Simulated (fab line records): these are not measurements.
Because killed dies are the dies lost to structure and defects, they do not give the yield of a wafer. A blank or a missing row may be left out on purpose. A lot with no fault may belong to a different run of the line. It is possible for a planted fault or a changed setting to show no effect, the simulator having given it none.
A struck lot beside a sound one -- flow sfq-line -- 24 out of 325 route steps
Sound: these wafers, L907.1, L907.2, L907.3. Struck: wafer L916.1 (L916.2, L916.3, from the same lot, were not struck and are left out); the cause is given at the end.
At each step with rows: each side's tool, then ch and its chambers, then its first start. Under that, the readings that differ: sound wafers -- struck wafers -- difference of the means -- sigmas: that difference in standard deviations of wafers without a fault.
alike: words and numbers the same on both sides, and readings whose means are apart by under 2 such deviations; not compared: readings that were withheld, readings missing a value for some wafer, numbers with overlapping values and no deviation given by the record, and bounds like >300 which may hide the same value.
Wherever a step has rows on one side only, a row that says differs or no value, or a row with sigmas, the two part there. Numbers that don't overlap but have no deviation are shown without sigmas and don't part them. A reading that every wafer of one side lacks parts them only if that side has two wafers or more.

first, 6 steps without rows for these wafers: SFQ_TRILAYER_I1_VIA_LITHO_COAT_054 (resist thk 62 nm); SFQ_TRILAYER_I1_VIA_LITHO_COAT_049 (resist thk 650 nm); SFQ_TRILAYER_I1_VIA_LITHO_SOFTBAKE_053; SFQ_TRILAYER_I1_VIA_LITHO_EXPOSE_050 (exposes mask I1, target cd 500 nm); SFQ_TRILAYER_I1_VIA_LITHO_PEB_052 (peb time 60 s); SFQ_TRILAYER_I1_VIA_LITHO_DEVELOP_051 (time 60 s).
SFQ_I1_OVL_MEAS_913:
  sound on overlay-01 at day 25 18:50; struck on overlay-02 at day 29 03:37
  alike: I1_OVL
SFQ_TRILAYER_I1_VIA_BARC_OPEN_VIA_ETCH_071: etches BARC in O2, target depth 125 nm, time 41.7 s.
  sound on rie-diel-03 ch 0,1,2, day 25 18:52; struck on rie-diel-04 ch 1, day 29 03:38
reading,sound,struck,difference,sigmas
rf-hours-counter-h (h),29 6 48,5,-23,
  alike: drypump-motor-current-A, oes-product-au
SFQ_TRILAYER_I1_VIA_ETCH_VIA_ETCH_052: etches SiO2 in CHF3, stops on Nb, target depth 260 nm.
  sound on rie-diel-03 ch 0,1,2, day 25 18:55; struck on rie-diel-04 ch 1, day 29 03:41
  alike: drypump-motor-current-A, oes-product-au
SFQ_TRILAYER_I1_VIA_STRIP_STRIP_053: strips in O2.
  sound on rie-metal-02 ch 0, day 25 19:01; struck on rie-metal-02 ch 1, day 29 03:48
  alike: drypump-motor-current-A, oes-product-au
  not compared: rf-hours-counter-h
then, 2 steps without rows for these wafers: SFQ_TRILAYER_I1_VIA_STRIP_SOLV_CLEAN_054 (cleans in NMP, time 600 s); SFQ_TRILAYER_M2_DEP_PRE_CLEAN_056 (time 22.5 s).
SFQ_TRILAYER_M2_DEP_SPUTTER_055: material Nb, target thk 200 nm, time 133.3 s.
  sound on pvd-sputter-04 at day 25 20:26; struck on pvd-sputter-06 at day 29 04:36
  alike: throttle-valve-pct
SFQ_M2_RS_MEAS_914: uses a four-point probe to measure.
  sound on film-metro-01 at day 25 20:31; struck on film-metro-03 at day 29 04:41
reading,sound,struck,difference,sigmas
M2_NB_RS (ohm/sq),0.890 0.877 0.882,1.076,+0.193,+20
then, 6 steps without rows for these wafers: SFQ_TRILAYER_M2_LITHO_COAT_062 (resist thk 62 nm); SFQ_TRILAYER_M2_LITHO_COAT_057 (resist thk 600 nm); SFQ_TRILAYER_M2_LITHO_SOFTBAKE_061; SFQ_TRILAYER_M2_LITHO_EXPOSE_058 (exposes mask M2, target cd 500 nm); SFQ_TRILAYER_M2_LITHO_PEB_060 (peb time 60 s); SFQ_TRILAYER_M2_LITHO_DEVELOP_059 (time 60 s).
-- the record jumps here: 7 days lie between the struck wafers' starts before and after --
SFQ_M2_OVL_MEAS_916:
  sound on overlay-02 at day 32 06:41; struck on overlay-02 at day 35 22:39
  alike: M2_OVL
SFQ_TRILAYER_M2_BARC_OPEN_METAL_ETCH_077: etches BARC in O2, target depth 125 nm, time 41.7 s.
  sound on rie-metal-02 ch 0,1, day 32 06:43; struck on rie-metal-03 ch 1, day 35 22:41
  alike: drypump-motor-current-A, oes-product-au
  not compared: rf-hours-counter-h
SFQ_TRILAYER_M2_ETCH_METAL_ETCH_060: etches Nb in Cl2/Ar, stops on SiO2, target depth 240 nm, time 120 s.
  sound on rie-metal-02 ch 0,1, day 32 06:46; struck on rie-metal-03 ch 1, day 35 22:45
reading,sound,struck,difference,sigmas
oes-product-au (a.u.),0.905 0.906 0.909,0.822,-0.085,-12
  alike: drypump-motor-current-A
  not compared: rf-hours-counter-h
SFQ_TRILAYER_M2_STRIP_STRIP_061: strips in O2.
  sound on rie-metal-02 ch 0,1, day 32 06:54; struck on rie-metal-03 ch 1, day 35 22:52
  alike: drypump-motor-current-A, oes-product-au
  not compared: rf-hours-counter-h

## WHERE THEY PART
First at SFQ_M2_RS_MEAS_914; last, within this record, at SFQ_TRILAYER_M2_ETCH_METAL_ETCH_060. Later steps at which nothing parts them and some readings are alike: SFQ_TRILAYER_M2_STRIP_STRIP_061.

WHY: the cause the simulator had injected
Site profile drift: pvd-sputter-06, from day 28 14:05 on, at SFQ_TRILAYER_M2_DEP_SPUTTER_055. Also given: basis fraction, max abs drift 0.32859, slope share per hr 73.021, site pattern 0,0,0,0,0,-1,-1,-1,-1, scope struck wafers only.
